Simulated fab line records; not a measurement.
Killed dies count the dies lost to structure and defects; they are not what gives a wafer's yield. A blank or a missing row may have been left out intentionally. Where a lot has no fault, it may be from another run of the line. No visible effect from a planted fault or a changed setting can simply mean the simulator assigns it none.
Comparing a struck lot with a sound one / flow gf180mcu / 16 steps out of a route of 602
Sound: wafers L274.1, L274.2, L274.3. Struck: wafer L281.6. (L281.1, L281.3 of the same lot were not struck and are left out.) The cause comes at the end.
At each step with rows: each side's tool, then ch and its chambers, then its first start. Under that, the readings that differ: sound wafers / struck wafers / difference of the means / sigmas: that difference in standard deviations of wafers without a fault.
alike: readings with means less than 2 such deviations apart, plus words and numbers identical on both sides. not compared: withheld readings, readings lacking a value on some wafer, bounds such as >300 that could conceal the same value, and numbers that have no deviation in the record and whose values overlap.
A row with sigmas, a row that says differs or no value, or rows on one side alone: a step with any of these is where the two part. Non-overlapping numbers with no deviation appear without sigmas and do not part them. A reading that every wafer of one side lacks parts them only if that side has two wafers or more.

GF_M2_SPUTTER_04: material TiN, target thk 50 nm, time 41.7 s.
  sound: pvd-sputter-03 at day 18 03:35; struck: pvd-sputter-01 at day 21 15:28
  alike: throttle-valve-pct
GF_M2_RS_MEAS_05: the measuring method here is four-point-probe.
  sound: film-metro-01 at day 18 03:37; struck: film-metro-01 at day 21 15:30
  alike: M2_ALCU_RS
GF_M2_THK_MEAS_06: measures by xrf.
  sound: film-metro-01 at day 18 03:44; struck: film-metro-01 at day 21 15:37
  alike: M2_ALCU_THK
then, 7 steps without rows for these wafers: GF_M2_DEHYDRATE_07 (time 60 s); GF_M2_HMDS_08 (prime time 60 s); GF_M2_COAT_09 (resist thk 1000 nm); GF_M2_SOFTBAKE_10 (time 60 s); GF_M2_EXPOSE_11 (exposes mask Metal2, target cd 280 nm); GF_M2_PEB_12 (peb time 90 s); GF_M2_DEVELOP_13 (develop time 60 s).
GF_M2_CD_MEAS_14 targets a cd of 280 nm.
  sound: cd-sem-01 at day 19 02:52; struck: cd-sem-01 at day 22 15:13
  alike: cd-nm
GF_M2_OVL_MEAS_15:
  sound: overlay-02 at day 19 02:59; struck: overlay-02 at day 22 15:20
  alike: M2_OVL
GF_M2_METAL_ETCH_16: etches the open film in Cl2/BCl3, stops on SiO2, target depth 627.5 nm, time 104.6 s.
  sound on rie-metal-01 ch 0,1, day 19 03:01; struck on rie-metal-01 ch 1, day 22 15:22
reading=oes-product-au (a.u.); sound=0.979 0.983 0.978; struck=0.816; difference=-0.164; sigmas=-28
reading=throttle-valve-pct (%); sound=28.252 28.233 28.251; struck=28.420; difference=+0.175; sigmas=+18
reading=model.M2.feature-depth-nm (nm); sound=607.7 612.3 606.3; struck=441; difference=-168; sigmas=
reading=model.etch.depth-nm (nm); sound=607.7 612.3 606.3; struck=441; difference=-168; sigmas=
reading=model.KrF_of_M2_COAT_09.thk-nm (nm); sound=726.1 734.4 729.2; struck=809.5; difference=+79.6; sigmas=
  alike: bias-w, drypump-motor-current-A
  not compared: rf-hours-counter-h
GF_M2_STRIP_17: strips in O2/N2.
  sound on plasma-asher-02 ch 0,1, day 19 03:08; struck on plasma-asher-03 ch 1, day 22 15:35
reading=oes-product-au (a.u.); sound=0.555 0.558 0.548; struck=0.591; difference=+0.037; sigmas=+8
reading=strip-time-to-endpoint-s (s); sound=7.78 7.87 7.82; struck=8.61; difference=+0.79; sigmas=+21
  alike: drypump-motor-current-A, heater-power-w
  not compared: rf-hours-counter-h
then, 1 step without rows for these wafers: GF_M2_STRIP_18 (strips in post etch residue remover, time 1200 s).
-- the record jumps here: 9 days lie between the struck wafers' starts before and after (it left off in module M2 and takes up again in module PASSIVATION, whose first step shown is number 602 of the route) --
GF_PASSIVATION_PROBE_99:
  sound: prober-02 at day 28 23:07; struck: prober-02 at day 31 16:01
reading=model.etest.field-n.short; sound=0 0 0; struck=1; difference=+1; sigmas=
reading=model.etest.met5.short; sound=0 0 0; struck=1; difference=+1; sigmas=
reading=model.etest.ldnmos_10p0.short; sound=0 0 0; struck=1; difference=+1; sigmas=
reading=model.etest.dnwell.short; sound=0 0 0; struck=1; difference=+1; sigmas=
reading=model.etest.nldd_3p3.short; sound=0 0 0; struck=1; difference=+1; sigmas=
reading=model.etest.pmos_3p3.over-limit; sound=0 0 0; struck=1; difference=+1; sigmas=
reading=model.etest.ring_3p3.no-ring; sound=0 0 0; struck=1; difference=+1; sigmas=
reading=model.etest.via2-chain.short; sound=0 0 0; struck=1; difference=+1; sigmas=

WHERE THEY PART
Earliest at GF_M2_METAL_ETCH_16; latest, in this record, at GF_M2_STRIP_17.

WHY: what the simulator had put in
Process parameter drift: rie-metal-01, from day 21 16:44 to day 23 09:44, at GF_M2_METAL_ETCH_16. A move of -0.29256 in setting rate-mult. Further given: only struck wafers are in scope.
